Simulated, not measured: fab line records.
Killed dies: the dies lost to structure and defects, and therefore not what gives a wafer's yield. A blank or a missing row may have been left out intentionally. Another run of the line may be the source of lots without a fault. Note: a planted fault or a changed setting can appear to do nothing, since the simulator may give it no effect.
The tool behind it: which one? || flow gf180mcu || Sampling: 12 lots, 35 wafers, 5 of 602 route steps

## WHAT THE GAUGES SHOWED, per wafer
GF_DNWELL_TW_MEAS_09.
{"lot": "L569", "measured": "day 2 18:43", "on": "film_metro-04", "DNWELL_TW": "1341 1347"}
{"lot": "L570", "measured": "day 3 00:34", "on": "film_metro-04", "DNWELL_TW": "1326 1330 1333"}
{"lot": "L571", "measured": "day 3 05:50", "on": "film_metro-02", "DNWELL_TW": "1369 1368 1373"}
{"lot": "L572", "measured": "day 3 10:20", "on": "film_metro-02", "DNWELL_TW": "1383 1380 1382"}
{"lot": "L573", "measured": "day 3 17:22", "on": "film_metro-03", "DNWELL_TW": "1335 1341 1337"}
{"lot": "L574", "measured": "day 3 21:07", "on": "film_metro-02", "DNWELL_TW": "1363 1362 1354"}
{"lot": "L577", "measured": "day 4 12:04", "on": "film_metro-03", "DNWELL_TW": "1169 1176 1165"}
{"lot": "L578", "measured": "day 4 19:43", "on": "film_metro-04", "DNWELL_TW": "1192 1191 1194"}
{"lot": "L580", "measured": "day 5 05:28", "on": "film_metro-04", "DNWELL_TW": "1341 1334 1336"}
{"lot": "L588", "measured": "day 6 23:40", "on": "film_metro-03", "DNWELL_TW": "1336 1345 1338"}
{"lot": "L590", "measured": "day 7 10:18", "on": "film_metro-02", "DNWELL_TW": "1356 1363 1358"}
{"lot": "L592", "measured": "day 7 20:08", "on": "film_metro-03", "DNWELL_TW": "1347 1341 1349"}

GF_POLY_GATE_CD_MEAS_18.
{"lot": "L569", "measured": "day 9 09:27", "on": "cd_sem-02", "cd_nm (nm)": "281.5 279.2"}
{"lot": "L570", "measured": "day 9 15:03", "on": "cd_sem-02", "cd_nm (nm)": "279.2 279.6 278.1"}
{"lot": "L571", "measured": "day 9 22:31", "on": "cd_sem-02", "cd_nm (nm)": "282.2 281.8 278.6"}
{"lot": "L572", "measured": "day 10 02:43", "on": "cd_sem-02", "cd_nm (nm)": "280.7 277.8 279.6"}
{"lot": "L573", "measured": "day 10 13:11", "on": "cd_sem-02", "cd_nm (nm)": "280.2 275.5 281.8"}
{"lot": "L574", "measured": "day 10 18:56", "on": "cd_sem-02", "cd_nm (nm)": "277.3 277.1 276.8"}
{"lot": "L577", "measured": "day 11 14:13", "on": "cd_sem-02", "cd_nm (nm)": "279.6 280.1 280.9"}
{"lot": "L578", "measured": "day 11 23:20", "on": "cd_sem-01", "cd_nm (nm)": "278.8 277.6 276.9"}
{"lot": "L580", "measured": "day 12 15:50", "on": "cd_sem-01", "cd_nm (nm)": "279.5 280.4 279.1"}
{"lot": "L588", "measured": "day 14 22:38", "on": "cd_sem-01", "cd_nm (nm)": "279.1 281.0 282.8"}
{"lot": "L590", "measured": "day 15 10:38", "on": "cd_sem-02", "cd_nm (nm)": "278.9 278.6 279.2"}
{"lot": "L592", "measured": "day 16 03:28", "on": "cd_sem-01", "cd_nm (nm)": "282.3 281.8 282.9"}

GF_HV_LDD_OVL_MEAS_20.
{"lot": "L569", "measured": "day 10 21:17", "on": "overlay-02", "HV_LDD_01_OVL (nm)": "-0.3 0.2"}
{"lot": "L570", "measured": "day 11 03:38", "on": "overlay-01", "HV_LDD_01_OVL (nm)": "-0.8 -0.1 -0.6"}
{"lot": "L571", "measured": "day 11 12:07", "on": "overlay-02", "HV_LDD_01_OVL (nm)": "-0.8 -0.7 -0.7"}
{"lot": "L572", "measured": "day 11 15:08", "on": "overlay-01", "HV_LDD_01_OVL (nm)": "0.3 -0.9 1.0"}
{"lot": "L573", "measured": "day 12 01:32", "on": "overlay-02", "HV_LDD_01_OVL (nm)": "1.0 1.9 1.8"}
{"lot": "L574", "measured": "day 12 07:50", "on": "overlay-01", "HV_LDD_01_OVL (nm)": "-1.1 1.0 -0.4"}
{"lot": "L577", "measured": "day 13 05:47", "on": "overlay-02", "HV_LDD_01_OVL (nm)": "0.9 2.0 -0.2"}
{"lot": "L578", "measured": "day 13 14:35", "on": "overlay-01", "HV_LDD_01_OVL (nm)": "0.2 0.1 -0.4"}
{"lot": "L580", "measured": "day 14 08:32", "on": "overlay-02", "HV_LDD_01_OVL (nm)": "0.8 -0.6 0.1"}
{"lot": "L588", "measured": "day 16 18:23", "on": "overlay-01", "HV_LDD_01_OVL (nm)": "0.0 -1.6 1.6"}
{"lot": "L590", "measured": "day 17 07:25", "on": "overlay-01", "HV_LDD_01_OVL (nm)": "-1.5 -2.3 -0.8"}
{"lot": "L592", "measured": "day 17 23:17", "on": "overlay-01", "HV_LDD_01_OVL (nm)": "2.3 2.0 -0.5"}

## WHICH TOOL RAN EACH LOT (tool, then ch and the chambers of the sampled wafers, then the start)
{"lot": "L569", "GF_DNWELL_IMPLANT_07": "implanter-02 ch 0, day 2 18:28", "GF_LVPWELL_STRIP_10": "plasma_asher-04 ch 0,1, day 3 20:51"}
{"lot": "L570", "GF_DNWELL_IMPLANT_07": "implanter-01 ch 0, day 3 00:20", "GF_LVPWELL_STRIP_10": "plasma_asher-01 ch 0,1, day 4 03:24"}
{"lot": "L571", "GF_DNWELL_IMPLANT_07": "implanter-02 ch 0, day 3 05:37", "GF_LVPWELL_STRIP_10": "plasma_asher-04 ch 0,1, day 4 08:20"}
{"lot": "L572", "GF_DNWELL_IMPLANT_07": "implanter-01 ch 0, day 3 10:07", "GF_LVPWELL_STRIP_10": "plasma_asher-02 ch 0,1, day 4 13:22"}
{"lot": "L573", "GF_DNWELL_IMPLANT_07": "implanter-04 ch 0, day 3 17:07", "GF_LVPWELL_STRIP_10": "plasma_asher-01 ch 0,1, day 4 20:49"}
{"lot": "L574", "GF_DNWELL_IMPLANT_07": "implanter-02 ch 0, day 3 20:52", "GF_LVPWELL_STRIP_10": "plasma_asher-01 ch 0,1, day 5 01:07"}
{"lot": "L577", "GF_DNWELL_IMPLANT_07": "implanter-02 ch 0, day 4 11:50", "GF_LVPWELL_STRIP_10": "plasma_asher-04 ch 0, day 5 17:18"}
{"lot": "L578", "GF_DNWELL_IMPLANT_07": "implanter-02 ch 0, day 4 19:28", "GF_LVPWELL_STRIP_10": "plasma_asher-04 ch 0,1, day 6 01:12"}
{"lot": "L580", "GF_DNWELL_IMPLANT_07": "implanter-01 ch 0, day 5 05:13", "GF_LVPWELL_STRIP_10": "plasma_asher-04 ch 0,1, day 6 10:34"}
{"lot": "L588", "GF_DNWELL_IMPLANT_07": "implanter-04 ch 0, day 6 23:25", "GF_LVPWELL_STRIP_10": "plasma_asher-04 ch 0,1, day 8 08:00"}
{"lot": "L590", "GF_DNWELL_IMPLANT_07": "implanter-04 ch 0, day 7 10:05", "GF_LVPWELL_STRIP_10": "plasma_asher-04 ch 0,1, day 8 19:00"}
{"lot": "L592", "GF_DNWELL_IMPLANT_07": "implanter-04 ch 0, day 7 19:55", "GF_LVPWELL_STRIP_10": "plasma_asher-01 ch 0,1, day 9 05:54"}
- GF_DNWELL_IMPLANT_07
- GF_LVPWELL_STRIP_10: strips in O2/N2.

## WHAT THE TOOLS THEMSELVES READ (means of the sampled wafers that have a number; where no wafer has one, the mark that the record gives instead)
GF_DNWELL_IMPLANT_07.
{"lot": "L569", "tool": "implanter-02", "dose_ions_cm2": 9.980e+12, "faraday_current_uA": 56.8}
{"lot": "L570", "tool": "implanter-01", "dose_ions_cm2": 9.993e+12, "faraday_current_uA": 56.6}
{"lot": "L571", "tool": "implanter-02", "dose_ions_cm2": 1.001e+13, "faraday_current_uA": 56.6}
{"lot": "L572", "tool": "implanter-01", "dose_ions_cm2": 1.001e+13, "faraday_current_uA": 56.7}
{"lot": "L573", "tool": "implanter-04", "dose_ions_cm2": 1.000e+13, "faraday_current_uA": 57.7}
{"lot": "L574", "tool": "implanter-02", "dose_ions_cm2": 9.994e+12, "faraday_current_uA": 56.1}
{"lot": "L577", "tool": "implanter-02", "dose_ions_cm2": 6.922e+12, "faraday_current_uA": 39.1}
{"lot": "L578", "tool": "implanter-02", "dose_ions_cm2": 6.946e+12, "faraday_current_uA": 39.3}
{"lot": "L580", "tool": "implanter-01", "dose_ions_cm2": 1.001e+13, "faraday_current_uA": 56.7}
{"lot": "L588", "tool": "implanter-04", "dose_ions_cm2": 9.988e+12, "faraday_current_uA": 56.6}
{"lot": "L590", "tool": "implanter-04", "dose_ions_cm2": 9.993e+12, "faraday_current_uA": 56.0}
{"lot": "L592", "tool": "implanter-04", "dose_ions_cm2": 1.001e+13, "faraday_current_uA": 56.8}

GF_LVPWELL_STRIP_10.
{"lot": "L569", "tool": "plasma_asher-04", "drypump_motor_current_A (A)": 5.4, "heater_power_w (W)": 306, "oes_product_au (a.u.)": 0.719, "strip_time_to_endpoint_s (s)": 37.02}
{"lot": "L570", "tool": "plasma_asher-01", "drypump_motor_current_A (A)": 6.1, "heater_power_w (W)": 308, "oes_product_au (a.u.)": 0.722, "strip_time_to_endpoint_s (s)": 37.07}
{"lot": "L571", "tool": "plasma_asher-04", "drypump_motor_current_A (A)": 5.3, "heater_power_w (W)": 315, "oes_product_au (a.u.)": 0.722, "strip_time_to_endpoint_s (s)": 36.94}
{"lot": "L572", "tool": "plasma_asher-02", "drypump_motor_current_A (A)": 6.0, "heater_power_w (W)": 353, "oes_product_au (a.u.)": 0.722, "strip_time_to_endpoint_s (s)": 36.93}
{"lot": "L573", "tool": "plasma_asher-01", "drypump_motor_current_A (A)": 6.3, "heater_power_w (W)": 312, "oes_product_au (a.u.)": 0.721, "strip_time_to_endpoint_s (s)": 36.99}
{"lot": "L574", "tool": "plasma_asher-01", "drypump_motor_current_A (A)": 6.1, "heater_power_w (W)": 303, "oes_product_au (a.u.)": 0.724, "strip_time_to_endpoint_s (s)": 37.00}
{"lot": "L577", "tool": "plasma_asher-04", "drypump_motor_current_A (A)": 5.5, "heater_power_w (W)": 332, "oes_product_au (a.u.)": 0.720, "strip_time_to_endpoint_s (s)": 37.07}
{"lot": "L578", "tool": "plasma_asher-04", "drypump_motor_current_A (A)": 5.4, "heater_power_w (W)": 317, "oes_product_au (a.u.)": 0.724, "strip_time_to_endpoint_s (s)": 37.02}
{"lot": "L580", "tool": "plasma_asher-04", "drypump_motor_current_A (A)": 5.4, "heater_power_w (W)": 296, "oes_product_au (a.u.)": 0.724, "strip_time_to_endpoint_s (s)": 37.08}
{"lot": "L588", "tool": "plasma_asher-04", "drypump_motor_current_A (A)": 5.4, "heater_power_w (W)": 314, "oes_product_au (a.u.)": 0.725, "strip_time_to_endpoint_s (s)": 37.05}
{"lot": "L590", "tool": "plasma_asher-04", "drypump_motor_current_A (A)": 5.4, "heater_power_w (W)": 313, "oes_product_au (a.u.)": 0.726, "strip_time_to_endpoint_s (s)": 36.99}
{"lot": "L592", "tool": "plasma_asher-01", "drypump_motor_current_A (A)": 6.3, "heater_power_w (W)": 306, "oes_product_au (a.u.)": 0.721, "strip_time_to_endpoint_s (s)": 37.00}

## THE ANSWER, worked out from the rows above alone
Rule: the usual values come from the lots themselves. Put in order of their means at a reading, lots are off if they are a third of the lots or fewer, leave a main group of 4 or more, and stand apart from it by a gap of 3 or more times the standard deviation of the main group's means; of several such gaps the widest counts. A main group whose means are all the same, to the digits that the tables above print for the reading, isn't used. A lot without any number at a reading at which 4 lots or more have one is off too. The other lots that the step has rows for count as sound. The gauges are gone through in route order, then the tools' own readings, and for those a lot's mean is taken as printed above. The first step at which some lot is off is used, and at that step the reading that is off furthest; a lot without a number counts as furthest.
Off: at GF_DNWELL_TW_MEAS_09 (DNWELL_TW), L577, L578. The main group has a mean of 1350 with a standard deviation of 16.
A tool fits if, at a process step before that reading, it ran every lot that is off, and no sound lot after the first of them. The gauges at GF_DNWELL_TW_MEAS_09 aren't tried: what is off there is off at GF_DNWELL_IMPLANT_07 too, on other tools, and a gauge's error can't cause that. One candidate fits, namely implanter-02 at GF_DNWELL_IMPLANT_07. A fault onset in the window from L574 (day 3 20:52, its last sound lot) to L577 (day 4 11:50, its first lot off) fits.
The tool's own readings at GF_DNWELL_IMPLANT_07 bear it out: on the lots that are off they differ by more than 5 times the standard deviation of the sound lots' means. dose_ions_cm2 reads 6.934e+12 there against 9.999e+12 on the sound lots; faraday_current_uA reads 39.2 there against 56.7 on the sound lots.

## WHAT THE SIMULATOR HAD INSERTED
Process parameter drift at GF_DNWELL_IMPLANT_07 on implanter-02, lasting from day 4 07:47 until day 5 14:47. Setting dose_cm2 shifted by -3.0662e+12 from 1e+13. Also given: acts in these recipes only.
Shown lots that were struck: L577, L578. The same result came from the rule above.
